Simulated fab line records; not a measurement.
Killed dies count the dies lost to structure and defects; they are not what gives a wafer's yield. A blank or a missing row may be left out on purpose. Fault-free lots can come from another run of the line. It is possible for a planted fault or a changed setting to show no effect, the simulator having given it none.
8D (eight disciplines) problem report, filled in by code / flow sky130 / the parts of the form that need people (team, actions taken, sign-off) are left out

## 1. THE PROBLEM
Across 12 wafers from 4 lots, LDD_N_OVL at SKY_LDD_N_OVL_MEAS_07 averages -71.5 nm, while fault-free wafers read -0.6 nm with a standard deviation of 1.3. Measured from the usual mean, that is -55 standard deviations.
Earliest sighting: wafer L876.1 on overlay-01 at day 23 09:59. Wafers with a number at this step in the record: 36, from 12 lots. Rule for "out" (also "out of limits"): further than 4 standard deviations from the usual mean. The other wafers with a number count as sound.

## 2. WHAT IT IS AND WHAT IT IS NOT
question=which readings at this step; is=LDD_N_OVL; is not=-
question=which lots; is=L876, L877, L880, L881; is not=L862, L865, L866, L867, L869, L873, L874, L875
question=which wafers of those lots; is=all that have a number; is not=-
question=read on which gauges; is=overlay-01, overlay-02; is not=-
question=when; is=from day 23 09:59; is not=up to then (24 sound wafers)

## 3. WHAT RULES OUT EACH SUSPECT
Counting: any tool at a process step up to the reading is kept as a suspect provided that every lot that is out went through it and no sound lot did after the first of them.
- ruled out: the gauge at SKY_LDD_N_OVL_MEAS_07. 2 gauges (overlay-01, overlay-02) read the wafers that are out.
- ilineStepper-01 at SKY_LDD_N_EXPOSE_04 (exposes mask NTM, target cd 840 nm): kept. All lots that are out passed through it, beginning with L876 at day 22 18:21, and no sound lot followed; its final sound lot before that point was L875 at day 22 09:29.
After counting, what remains is ilineStepper-01 at SKY_LDD_N_EXPOSE_04.

## 4. THE CAUSE (what the simulator had put in)
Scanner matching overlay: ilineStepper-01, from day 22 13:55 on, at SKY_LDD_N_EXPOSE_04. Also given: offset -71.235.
Counting left only this tool.

## 5. SEQUENCE OF EFFECTS, ordered by route
Each row: a reading where the mean over the struck wafers with a number is more than 3 standard deviations away from the usual. Only readings for which the record gives a usual standard deviation are gone through. hours: the time from each lot's start at the first step in this table that gives one to its start at this step, as a median over the lots. sigmas: the change in usual standard deviations.
hours=0; step=SKY_LDD_N_OVL_MEAS_07; reading=LDD_N_OVL; usual=-0.6 nm; on struck wafers=-71.5; change=-70.9; sigmas=-55

## 6. HOW IT WOULD HAVE BEEN CAUGHT EARLIER
The first out-of-limits reading at a measuring or inspecting step in this record came at day 23 09:59, 20 hours after the fault's start at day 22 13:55.
Lots out: 4; of these, L880, L881 started SKY_LDD_N_EXPOSE_04 on ilineStepper-01 after day 23 09:59. A hold on the tool at that time would have spared those 2.
